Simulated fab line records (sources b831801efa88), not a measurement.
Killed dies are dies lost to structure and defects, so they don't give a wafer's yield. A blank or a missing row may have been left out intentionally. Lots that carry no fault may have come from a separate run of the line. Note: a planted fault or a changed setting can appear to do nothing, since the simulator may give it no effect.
Chamber matching :: flow sky130 :: 4 sister chambers for SKY_FIELD_ISO_CMP_27 on cmp-02
The step polishes, stops on Si3N4, t overpolish 16 s, target thk 457.8 nm. 20 wafers are shown with their chamber, then 10 later ones without.

WAFERS WITH THEIR CHAMBER
wafer: L074.1
chamber: 1
motor current A (A): 11.8
time to endpoint s (s): 124
overpolish run s (s): 16.026

wafer: L074.3
chamber: 3
motor current A (A): 11.1
time to endpoint s (s): 118
overpolish run s (s): 16.000

wafer: L074.5
chamber: 1
motor current A (A): 12.1
time to endpoint s (s): 131
overpolish run s (s): 16.000

wafer: L075.1
chamber: 3
motor current A (A): 11.0
time to endpoint s (s): 119
overpolish run s (s): 15.997

wafer: L075.2
chamber: 1
motor current A (A): 12.0
time to endpoint s (s): 118
overpolish run s (s): 15.999

wafer: L075.5
chamber: 3
motor current A (A): 10.8
time to endpoint s (s): 119
overpolish run s (s): 16.020

wafer: L082.4
chamber: 1
motor current A (A): 12.6
time to endpoint s (s): 131
overpolish run s (s): 15.996

wafer: L082.5
chamber: 1
motor current A (A): 12.2
time to endpoint s (s): 126
overpolish run s (s): 15.997

wafer: L082.6
chamber: 0
motor current A (A): 16.2
time to endpoint s (s): 117
overpolish run s (s): 16.016

wafer: L083.1
chamber: 3
motor current A (A): 11.2
time to endpoint s (s): 118
overpolish run s (s): 15.991

wafer: L083.2
chamber: 1
motor current A (A): 12.3
time to endpoint s (s): 123
overpolish run s (s): 15.996

wafer: L083.3
chamber: 2
motor current A (A): 11.2
time to endpoint s (s): 118
overpolish run s (s): 15.997

wafer: L085.3
chamber: 2
motor current A (A): 10.8
time to endpoint s (s): 119
overpolish run s (s): 16.003

wafer: L085.5
chamber: 1
motor current A (A): 11.7
time to endpoint s (s): 121
overpolish run s (s): 16.005

wafer: L085.6
chamber: 2
motor current A (A): 11.7
time to endpoint s (s): 118
overpolish run s (s): 16.001

wafer: L088.2
chamber: 0
motor current A (A): 15.4
time to endpoint s (s): 120
overpolish run s (s): 16.005

wafer: L088.4
chamber: 1
motor current A (A): 12.0
time to endpoint s (s): 127
overpolish run s (s): 16.009

wafer: L088.5
chamber: 2
motor current A (A): 11.1
time to endpoint s (s): 123
overpolish run s (s): 15.992

wafer: L089.1
chamber: 2
motor current A (A): 11.1
time to endpoint s (s): 122
overpolish run s (s): 16.000

wafer: L089.3
chamber: 1
motor current A (A): 11.9
time to endpoint s (s): 127
overpolish run s (s): 15.998

SIGNATURES (means of the wafers above)
reading: motor current A
chamber 0: 15.800
chamber 1: 12.067
chamber 2: 11.180
chamber 3: 11.025
scatter within a chamber: 0.3

reading: time to endpoint s
chamber 0: 118.50
chamber 1: 125.33
chamber 2: 120.00
chamber 3: 118.50
scatter within a chamber: 3.33

reading: overpolish run s
chamber 0: 16.01050
chamber 1: 16.00289
chamber 2: 15.99860
chamber 3: 16.00200
scatter within a chamber: 0.00922
Rule: a wafer lies at a distance from a chamber equal to the root of the sum of squares, over the readings, of (its reading less the chamber's mean, divided by the reading's scatter). The wafer belongs to the nearest chamber; if the next one is less than 2 further off, it can't be placed. The scatter is the square root of a quotient: the sum, over the shown wafers, of each reading's squared deviation from its chamber's mean, divided by wafers minus chambers.

WAFERS WITHOUT THEIR CHAMBER
wafer: L089.5
motor current A (A): 10.4
time to endpoint s (s): 128
overpolish run s (s): 15.986

wafer: L091.3
motor current A (A): 10.8
time to endpoint s (s): 121
overpolish run s (s): 15.983

wafer: L091.4
motor current A (A): 11.7
time to endpoint s (s): 121
overpolish run s (s): 16.012

wafer: L091.6
motor current A (A): 11.3
time to endpoint s (s): 119
overpolish run s (s): 15.998

wafer: L092.1
motor current A (A): 12.2
time to endpoint s (s): 121
overpolish run s (s): 15.992

wafer: L092.2
motor current A (A): 11.1
time to endpoint s (s): 118
overpolish run s (s): 16.002

wafer: L092.4
motor current A (A): 16.0
time to endpoint s (s): 111
overpolish run s (s): 16.019

wafer: L095.1
motor current A (A): 16.5
time to endpoint s (s): 110
overpolish run s (s): 16.002

wafer: L095.2
motor current A (A): 11.0
time to endpoint s (s): 116
overpolish run s (s): 15.991

wafer: L095.6
motor current A (A): 11.9
time to endpoint s (s): 118
overpolish run s (s): 16.018

CHAMBER TAKEN BY EACH
wafer: L089.5
from the rows above: can't be placed: 2 or 3
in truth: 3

wafer: L091.3
from the rows above: can't be placed: 2 or 3
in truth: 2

wafer: L091.4
from the rows above: can't be placed: 1 or 2 or 3
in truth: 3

wafer: L091.6
from the rows above: can't be placed: 2 or 3
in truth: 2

wafer: L092.1
from the rows above: can't be placed: 1 or 2
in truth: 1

wafer: L092.2
from the rows above: can't be placed: 3 or 2
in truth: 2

wafer: L092.4
from the rows above: 0
in truth: 0

wafer: L095.1
from the rows above: 0
in truth: 0

wafer: L095.2
from the rows above: can't be placed: 3 or 2
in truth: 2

wafer: L095.6
from the rows above: can't be placed: 1 or 2 or 3
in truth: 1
2 of 10 placed correctly. Not placeable from these rows: 8 (in 8, the candidates include the true chamber). Wrongly placed: 0.
